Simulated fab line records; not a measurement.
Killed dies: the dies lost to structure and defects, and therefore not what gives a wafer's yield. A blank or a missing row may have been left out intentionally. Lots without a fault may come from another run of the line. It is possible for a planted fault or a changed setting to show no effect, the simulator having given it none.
Comparing a struck lot with a sound one | flow sky130 | 16 out of 708 route steps
Sound: the wafers L327.1, L327.2, L327.3. Struck: wafer L342.2 (left out: L342.1, L342.3 of the same lot, which were not struck); the cause appears at the end.
Each step with rows lists, per side, the tool, then ch with its chambers, then its first start. Under that, the readings that differ: sound wafers | struck wafers | difference of the means | sigmas: that difference in standard deviations of wafers without a fault.
alike: same words and numbers on both sides, and readings whose means sit less than 2 such deviations apart. not compared: any withheld reading, any reading some wafer has no value for, any bound like >300 that may hide the same value, and any number with overlapping values for which the record gives no deviation.
A row with sigmas, a row that says differs or no value, or rows on one side alone: a step with any of these is where the two part. Non-overlapping numbers with no deviation appear without sigmas and do not part them. Lack of a reading on every wafer of one side parts them only where that side has two or more wafers.

first, 3 steps without rows for these wafers: SKY_METAL1_EXPOSE_12 (exposes mask MM1, target cd 140 nm); SKY_METAL1_PEB_13; SKY_METAL1_DEVELOP_14 (develop time 60 s).
SKY_METAL1_CD_MEAS_15: the cd target is 140 nm.
  sound on cdSem-02 at day 33 18:20; struck on cdSem-02 at day 38 03:44
  alike: cdNm
SKY_METAL1_OVL_MEAS_16:
  sound on overlay-02 at day 33 18:27; struck on overlay-01 at day 38 03:51
  alike: METAL1_OVL
SKY_METAL1_DESCUM_17: chemistry O2, time 8 s.
  sound on rieMetal-04 ch 0, day 33 18:29; struck on rieMetal-02 ch 1, day 38 03:53
  alike: drypumpMotorCurrentA, oesProductAu
  not compared: rfHoursCounterH
SKY_METAL1_ETCH_18: etches BARC in N2/H2, stops on SiO2, time 45.9 s, target depth 60 nm.
  sound on rieMetal-04 ch 0, day 33 18:33; struck on rieMetal-02 ch 1, day 38 03:55
  alike: drypumpMotorCurrentA, h2FlowSccm, oesProductAu, throttleValvePct
  not compared: rfHoursCounterH
SKY_METAL1_METAL_ETCH_19: etches the open film in Cl2/BCl3, stops on SiO2, target depth 360 nm, time 78 s.
  sound on rieMetal-04 ch 0, day 33 18:41; struck on rieMetal-02 ch 1, day 38 03:59
  alike: drypumpMotorCurrentA, oesProductAu, throttleValvePct
  not compared: rfHoursCounterH
SKY_METAL1_STRIP_20: strips in O2/N2.
  sound on plasmaAsher-04 ch 0,1, day 33 18:52; struck on plasmaAsher-02 ch 1, day 38 04:04
  alike: drypumpMotorCurrentA, oesProductAu, stripTimeToEndpointS
  not compared: rfHoursCounterH
then, 3 steps without rows for these wafers: SKY_METAL1_STRIP_21 (strips in post etch residue remover, time 1200 s); SKY_METAL1_CLEAN_22 (cleans in IPA, time 180 s); SKY_METAL1_CLEAN_23 (cleans in O3/DIW).
SKY_VIA1_HDPCVD_00: deposits SiO2, target thk 1030 nm, time 171.7 s.
  sound on hdpcvd-01 ch 0,1,2, day 33 19:27; struck on hdpcvd-02 ch 0, day 38 04:45
reading                                 | sound             | struck | difference | sigmas
sih4FlowSccm (sccm)                     | 60.00 60.43 60.30 | 29.72  | -30.52     | -99 or more
model.SiO2_of_VIA1_HDPCVD_00.thkNm (nm) | 1037 1044 1013    | 504.6  | -526.7     | 
SKY_VIA1_THK_MEAS_01:
  sound on filmMetro-03 at day 33 19:34; struck on filmMetro-04 at day 38 04:52
reading              | sound          | struck | difference | sigmas
VIA1_HDPCVD_THK (nm) | 1038 1044 1012 | 505    | -526       | -53
SKY_VIA1_CMP_02: polishes SiO2.
  sound on cmp-01 ch 0,1,2, day 33 19:37; struck on cmp-02 ch 0, day 38 04:56
  alike: motorCurrentA
-- the record jumps here: 12 days lie between the struck wafers' starts before and after (it left off in module VIA1 and takes up again in module PAD_OPEN, whose first step shown is number 708 of the route) --
SKY_PAD_OPEN_PROBE_99:
  sound on prober-01 at day 46 17:43; struck on prober-02 at day 49 17:40
reading                               | sound                | struck | difference | sigmas
model.etest.tester.sortNPass          | 403 419 407          | 232    | -178       | 
model.etest.tester.sortYieldPct (%)   | 81.91 85.16 82.72    | 47.15  | -36.11     | 
model.etest.tester.sort_bin_3_pct (%) | 1.016 0.813 0.6098   | 34.55  | +33.74     | 
model.etest.met2Comb.leakLog10AUm     | -11.99 -12.03 -11.89 | -7.213 | +4.757     | 
  alike: defectLimitedYield, killed_at_M0_to_M3, killed_at_M4_up, killedAtContacts, killedAtFrontEnd, killedAtOther, killedDies, killedOpen, killedShort

## WHERE THEY PART
At SKY_VIA1_HDPCVD_00 first; at SKY_VIA1_THK_MEAS_01 last (within this record only). Later steps at which nothing parts them and some readings are alike: SKY_VIA1_CMP_02, SKY_PAD_OPEN_PROBE_99.

WHY: what the simulator had put in
hdpcvd-02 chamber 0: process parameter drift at SKY_VIA1_HDPCVD_00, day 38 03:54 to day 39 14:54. The setting sih4FlowSccm was moved by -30, starting from 60. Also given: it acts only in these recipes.
